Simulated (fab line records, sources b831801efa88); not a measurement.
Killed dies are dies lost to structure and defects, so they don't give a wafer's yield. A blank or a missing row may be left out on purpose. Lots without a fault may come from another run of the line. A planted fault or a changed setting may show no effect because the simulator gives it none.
A struck lot beside a sound one | flow sky130 | 17 steps out of a route of 708
Sound: wafers L645.2, L645.5, L645.6. Struck: wafer L663.6. (L663.3 of the same lot was not struck and is left out.) The cause comes at the end.
At each step with rows: each side's tool, then ch and its chambers, then its first start. Under that, the readings that differ: sound wafers | struck wafers | difference of the means | sigmas: that difference in standard deviations of wafers without a fault.
alike: readings whose means differ by less than 2 such deviations, and words and numbers that are the same on both sides. not compared: withheld readings, readings that some wafer has no value for, bounds like >300 that may hide the same value, and numbers for which the record gives no deviation and whose values overlap.
The two part at a step that has a row with sigmas, a row that says differs or no value, or rows on one side only. Numbers that don't overlap but have no deviation are shown without sigmas and don't part them. A reading that every wafer of one side lacks parts them only if that side has two wafers or more.

SKY_VT_ADJUST_LVTN_OVL_MEAS_07:
  sound on overlay-02, day 7 02:05; struck on overlay-02, day 12 12:52
  reading                 | sound          | struck | difference | sigmas
  VT_ADJUST_LVTN_OVL (nm) | -1.7 -2.2 -1.3 | 1.6    | +3.3       | +3
then, 1 step without rows for these wafers: SKY_VT_ADJUST_LVTN_IMPLANT_08.
SKY_VT_ADJUST_LVTN_STRIP_09: strips in O2/N2.
  sound on plasma_asher-04 ch 0,1, day 7 02:16; struck on plasma_asher-03 ch 1, day 12 13:04
  alike: drypump_motor_current_A, oes_product_au, strip_time_to_endpoint_s
  not compared: rf_hours_counter_h
SKY_VT_ADJUST_LVTN_TW_MEAS_10:
  sound on film_metro-02, day 7 02:23; struck on film_metro-04, day 12 13:10
  alike: VT_ADJUST_LVTN_TW
then, 7 steps without rows for these wafers: SKY_VT_ADJUST_LVTN_DEHYDRATE_11 (time 60 s); SKY_VT_ADJUST_LVTN_HMDS_12 (prime time 60 s); SKY_VT_ADJUST_LVTN_COAT_13 (resist thk 1140 nm); SKY_VT_ADJUST_LVTN_SOFTBAKE_14 (time 60 s); SKY_VT_ADJUST_LVTN_EXPOSE_15 (exposes mask HVN STD DERIVED, target cd 600 nm); SKY_VT_ADJUST_LVTN_PEB_16; SKY_VT_ADJUST_LVTN_DEVELOP_17 (develop time 60 s).
SKY_VT_ADJUST_LVTN_OVL_MEAS_18:
  sound on overlay-01, day 7 21:46; struck on overlay-02, day 13 10:59
  alike: VT_ADJUST_LVTN_01_OVL
SKY_VT_ADJUST_LVTN_IMPLANT_19:
  sound on implanter-01 ch 0, day 7 21:49; struck on implanter-01 ch 0, day 13 11:04
SKY_VT_ADJUST_LVTN_STRIP_20: strips in O2/N2.
  sound on plasma_asher-04 ch 0,1, day 7 21:56; struck on plasma_asher-04 ch 1, day 13 11:11
  alike: drypump_motor_current_A, oes_product_au, strip_time_to_endpoint_s
  not compared: rf_hours_counter_h
SKY_VT_ADJUST_LVTN_TW_MEAS_21:
  sound on film_metro-04, day 7 22:03; struck on film_metro-02, day 13 11:17
  reading             | sound             | struck | difference | sigmas
  VT_ADJUST_LVTN_2_TW | 184.4 185.8 185.7 | 179.6  | -5.7       | -4
then, 1 step without rows for these wafers: SKY_VT_ADJUST_NCORE_DEHYDRATE_00 (time 60 s).
-- the record jumps here: 37 days lie between the struck wafers' starts before and after (it left off in module VT_ADJUST_NCORE and takes up again in module PAD_OPEN, whose first step shown is number 708 of the route) --
SKY_PAD_OPEN_PROBE_99:
  sound on prober-02, day 45 22:12; struck on prober-01, day 50 11:29
  reading                                          | sound                   | struck  | difference | sigmas
  killed_at_M4_up                                  | 1 2 3                   | 6       | +4         | +2
  model.etest.res_pwell_under_gate.rs_ohm_sq       | 2293 2305 2303          | 2335    | +35        |
  model.etest.res_pwell_under_gate.rs_ohm_sq_range | 60.69 51.31 44.64       | 74.35   | +22.14     |
  model.etest.nfet_g5v0d10v5.body_rise_v (V)       | 0.6615 0.6662 0.6603    | 0.6333  | -0.0294    |
  model.etest.nfet_16v.body_rise_v (V)             | 0.6554 0.6637 0.6565    | 0.629   | -0.030     |
  model.etest.nfet_g5v0d10v5.vt_sat_v (V)          | 0.7623 0.7678 0.7658    | 0.7411  | -0.0242    |
  model.etest.nfet_g5v0d10v5.vt_v (V)              | 0.8232 0.8256 0.8269    | 0.8041  | -0.0211    |
  model.etest.nfet_g5v0d10v5.vt_v_range            | 0.01546 0.01707 0.01563 | 0.02356 | +0.00751   |
  alike: killed_at_M0_to_M3, killed_at_contacts, killed_at_front_end, killed_at_other, killed_dies, killed_open, killed_short

WHERE THEY PART
First at SKY_VT_ADJUST_LVTN_OVL_MEAS_07; last, within this record, at SKY_PAD_OPEN_PROBE_99.

WHY: what the simulator had put in
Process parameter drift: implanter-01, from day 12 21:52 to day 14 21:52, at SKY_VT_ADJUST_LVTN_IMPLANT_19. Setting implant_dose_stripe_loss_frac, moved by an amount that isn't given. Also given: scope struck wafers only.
